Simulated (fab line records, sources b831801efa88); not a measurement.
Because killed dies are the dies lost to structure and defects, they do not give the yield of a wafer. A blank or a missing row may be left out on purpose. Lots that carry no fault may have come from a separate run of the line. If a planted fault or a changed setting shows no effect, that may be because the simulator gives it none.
A lot that was struck, set against a sound lot + flow sky130 + 15 out of 708 route steps
Sound: the wafers L540.2, L540.4, L540.6. Wafers L555.3, L555.4, L555.6 were the ones struck. The cause is given at the end.
At each step with rows: each side's tool, then ch and its chambers, then its first start. Under that, the readings that differ: sound wafers + struck wafers + difference of the means + sigmas: that difference in standard deviations of wafers without a fault.
alike: readings whose means differ by less than 2 such deviations, and words and numbers that are the same on both sides. not compared: withheld readings, readings that some wafer has no value for, bounds like >300 that may hide the same value, and numbers for which the record gives no deviation and whose values overlap.
A row with sigmas, a row that says differs or no value, or rows on one side alone: a step with any of these is where the two part. Numbers that don't overlap but have no deviation are shown without sigmas and don't part them. A reading that every wafer of one side lacks parts them only if that side has two wafers or more.

first, 4 steps without rows for these wafers: SKY_LDD_P_SOFTBAKE_03 (time 60 s); SKY_LDD_P_EXPOSE_04 (exposes mask PSDM, target cd 380 nm); SKY_LDD_P_PEB_05; SKY_LDD_P_DEVELOP_06 (develop time 60 s).
SKY_LDD_P_CD_MEAS_07 targets a cd of 380 nm.
  sound on cd sem-02 at day 20 15:06; struck on cd sem-02 at day 24 19:18
  alike: cd nm
SKY_LDD_P_OVL_MEAS_08:
  sound on overlay-01 at day 20 15:13; struck on overlay-01 at day 24 19:23
  alike: LDD_P_OVL
following that, these wafers have no rows for 1 step: SKY_LDD_P_IMPLANT_09.
SKY_LDD_P_STRIP_10: strips in O2/N2.
  sound on plasma asher-03 ch 0,1, day 20 15:23; struck on plasma asher-01 ch 0,1, day 24 19:36
| reading                      | sound             | struck            | difference | sigmas |
|------------------------------|-------------------|-------------------|------------|--------|
| strip time to endpoint s (s) | 14.15 14.16 14.20 | 14.11 14.09 14.09 | -0.07      | -2     |
  alike: drypump motor current A, oes product au
  not compared: rf hours counter h
SKY_LDD_P_TW_MEAS_11:
  sound on film metro-02 at day 20 15:30; struck on film metro-02 at day 24 19:41
  alike: LDD_P_TW
then, 3 steps without rows for these wafers: SKY_LDD_HVN_DEHYDRATE_00 (time 60 s); SKY_LDD_HVN_HMDS_01 (prime time 60 s); SKY_LDD_HVN_COAT_02 (resist thk 300 nm).
SKY_LDD_HVN_SOFTBAKE_03: time 60 s.
  sound on litho track-01 ch 0, day 21 06:42; struck on litho track-01 ch 0, day 25 10:22
| reading                  | sound             | struck            | difference | sigmas |
|--------------------------|-------------------|-------------------|------------|--------|
| heater power total W (W) | 56.56 56.59 56.51 | 57.55 57.59 57.64 | +1.04      | +24    |
| run length s (s)         | 88.74 88.71 88.70 | 86.05 85.98 85.98 | -2.71      | -16    |
then, 1 step without rows for these wafers: SKY_LDD_HVN_EXPOSE_04 (exposes mask HVNTM, target cd 700 nm).
-- record jumps: 24 days separate the struck wafers' starts on either side; left off in module LDD_HVN, taken up again in module PAD_OPEN, whose first shown step is the route's number 708 --
SKY_PAD_OPEN_PROBE_99:
  record: rows for the struck wafers here (prober-02, day 49 16:11), none for the sound ones

## WHERE THEY PART
At SKY_LDD_P_STRIP_10 first; at SKY_PAD_OPEN_PROBE_99 last (within this record only).

WHY: whatever the simulator had introduced
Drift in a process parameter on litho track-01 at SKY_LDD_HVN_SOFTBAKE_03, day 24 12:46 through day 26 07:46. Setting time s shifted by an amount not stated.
